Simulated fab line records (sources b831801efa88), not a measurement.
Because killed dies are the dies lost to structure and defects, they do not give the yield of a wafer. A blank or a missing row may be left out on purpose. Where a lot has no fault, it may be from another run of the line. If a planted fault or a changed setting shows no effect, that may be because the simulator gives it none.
Problem report in the 8D (eight disciplines) form, filled by code ; flow gf180mcu ; the parts of the form that need people (team, actions taken, sign-off) are left out

1. WHAT IS WRONG
GF_V1_ETCH_16, rf-fwd-power-W: mean 572.4 W over 1 wafer from 1 lot; wafers with no fault: 495.5 W, standard deviation 2.1. Measured from the usual mean, that is +37 standard deviations.
The step: etches BARC in N2/H2.
First observed at day 22 23:13: wafer L655.1, on rie-diel-04. Wafers with a number at this step in the record: 38, from 13 lots. Rule for "out" (also "out of limits"): further than 4 standard deviations from the usual mean. All remaining wafers that have a number are taken as sound.

2. WHAT THIS IS AND IS NOT
question;is;is not
which readings at this step;rf-fwd-power-W;drypump-motor-current-A, oes-product-au, throttle-valve-pct
which lots;L655;L643, L644, L645, L646, L647, L648, L649, L657, L658, L659, L661, L665
which wafers of those lots;L655.1;L655.3
read on which tools;rie-diel-04;rie-diel-01, rie-diel-03
when;from day 22 23:13;"up to then (22 sound wafers); but 15 sound wafers of L657, L658, L659, L661, L665 came after"

3. WHAT RULES OUT EACH SUSPECT
Counting: if a tool at a process step up to the reading ran every lot that is out, it stays a suspect. Sound lots after the first of them don't rule it out here, since some wafers of a struck lot are sound.
- pvd-sputter-02 at GF_M1_SPUTTER_04 (material TiN, target thk 50 nm, time 41.7 s): kept. It processed L655, the lot that is out, at day 21 01:01, and its most recent sound lot before then was L647 at day 18 01:22.
- rie-diel-04 at GF_V1_ETCH_16 (etches BARC in N2/H2): kept. It processed L655, the lot that is out, at day 22 23:13, and its most recent sound lot before then was L649 at day 20 17:43. On those wafers its own readings are out: rf-fwd-power-W.
- Within rie-diel-04 at GF_V1_ETCH_16: the wafers that are out ran in chamber 1; their sound lot-mates ran in chamber 3.
Remaining after the count are pvd-sputter-02 at GF_M1_SPUTTER_04 and rie-diel-04 at GF_V1_ETCH_16.

4. THE CAUSE (what the simulator had put in)
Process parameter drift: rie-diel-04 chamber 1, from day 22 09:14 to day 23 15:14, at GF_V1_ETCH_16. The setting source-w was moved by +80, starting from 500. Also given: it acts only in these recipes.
After counting, 2 suspects remain, this tool included.

5. SEQUENCE OF EFFECTS, ordered by route
One row per reading whose mean, taken over the struck wafers that have a number, lies over 3 standard deviations from the usual. Scope: only readings with a usual standard deviation given in the record; hours: median across lots of the time from each lot's start at the first step in this table that gives one to its start at this step; sigmas: change in usual standard deviations.
hours;step;reading;usual;on struck wafers;change;sigmas
0;GF_V1_ETCH_16;rf-fwd-power-W;495.5 W;572.4;+76.9;+37
It contains these process steps:
- GF_V1_ETCH_16: etches BARC in N2/H2.
At these later measuring or inspecting steps, every struck wafer for which the step has a row has a number for every such reading, and none has moved that far: GF_V1_RS_MEAS_24.

6. HOW IT WOULD HAVE BEEN CAUGHT EARLIER
First out-of-limits reading in this record: day 22 23:13, which is 14 hours after fault onset at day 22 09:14.
